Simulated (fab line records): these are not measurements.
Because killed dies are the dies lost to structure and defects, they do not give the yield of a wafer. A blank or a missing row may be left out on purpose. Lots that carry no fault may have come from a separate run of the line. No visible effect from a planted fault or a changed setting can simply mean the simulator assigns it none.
One fault seen from 2 desks + flow sky130 + what lay behind the numbers comes last; until then each desk has only its own

AT THE METROLOGY DESK
What the gauges read, lot by lot, whatever tool the lot ran on: means of the sampled wafers that have a number. The brackets show how far a lot's mean lies from the usual mean; more than 4 standard deviations puts the lot out of limits, marked OUT.
Columns: A = PWDE_TW at SKY_PWDE_TW_MEAS_10, usual 369.5; B = NWELL_2_TW at SKY_NWELL_TW_MEAS_26, usual 490; C = PWDE_RS at SKY_NWELL_RS_MEAS_31, usual 5279 ohm/sq
| lot  | first seen here | A               | B   | C              |
|------|-----------------|-----------------|-----|----------------|
| L996 | day 4 16:34     | 367.6           | 489 | 5292           |
| L997 | day 4 20:36     | 371.8           | 487 | 5275           |
| L998 | day 5 02:10     | 369.6           | 499 | 5281           |
| L101 | day 5 18:07     | 372.6           | 497 | 5273           |
| L109 | day 7 16:38     | 330.1 (-15) OUT | 487 | 7100 (+91) OUT |
| L110 | day 7 22:16     | 329.7 (-15) OUT | 486 | 7146 (+93) OUT |
| L111 | day 8 00:27     | 371.6           | 495 | 5282           |
| L112 | day 8 08:31     | 367.2           | 492 | 5230           |
| L114 | day 8 18:41     | 370.3           | 490 | 5283           |
| L115 | day 9 02:46     | 367.0           | 488 | 5309           |
| L116 | day 9 11:21     | 369.6           | 487 | 5284           |
This desk finds L109, L110 out of limits, with the earliest case on L109 at day 7 16:38 (PWDE_TW at SKY_PWDE_TW_MEAS_10). L996, L997, L998, L101, L111, L112, L114, L115, L116 stayed within limits.

THE TOOL OWNER'S DESK: implanter-04
The tool's own readings at SKY_PWDE_IMPLANT_08: means of the sampled wafers that have a number, for each lot that ran on this tool. The brackets show how far a lot's mean lies from the usual mean; more than 4 standard deviations puts the lot out of limits, marked OUT.
Columns: A = dose ions cm2 at SKY_PWDE_IMPLANT_08, usual 3.6e+12; B = end station pressure torr at SKY_PWDE_IMPLANT_08, usual 5.01e-06 Torr; C = faraday current uA at SKY_PWDE_IMPLANT_08, usual 20.3
| lot  | first seen here | A                         | B        | C              |
|------|-----------------|---------------------------|----------|----------------|
| L997 | day 4 20:21     | 3.6e+12                   | 4.96e-06 | 20.5           |
| L998 | day 5 01:55     | 3.6e+12                   | 5.26e-06 | 20.6           |
| L109 | day 7 16:26     | 2.5e+12 (-99 or more) OUT | 5.14e-06 | 14.0 (-16) OUT |
| L110 | day 7 22:03     | 2.5e+12 (-99 or more) OUT | 4.78e-06 | 14.0 (-16) OUT |
This desk's verdict: out of limits on L109, L110, starting with L109 at day 7 16:26 (dose ions cm2 at SKY_PWDE_IMPLANT_08). L997, L998 stayed within limits.

TAKEN TOGETHER
An alarm could have come from the tool owner's desk at day 7 16:26, on L109, L110.
Metrology desk: alarm possible at day 7 16:38 on L109, L110.
SKY_PWDE_IMPLANT_08 was run on implanter-04 by each of the lots named.

WHAT WAS PUT IN BY THE SIMULATOR
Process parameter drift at SKY_PWDE_IMPLANT_08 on implanter-04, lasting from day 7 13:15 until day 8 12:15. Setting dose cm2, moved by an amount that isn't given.
Lots struck among those shown: L109, L110.
Fault start to first reading out of limits, in hours, per desk: tool owner, 3; metrology, 3.
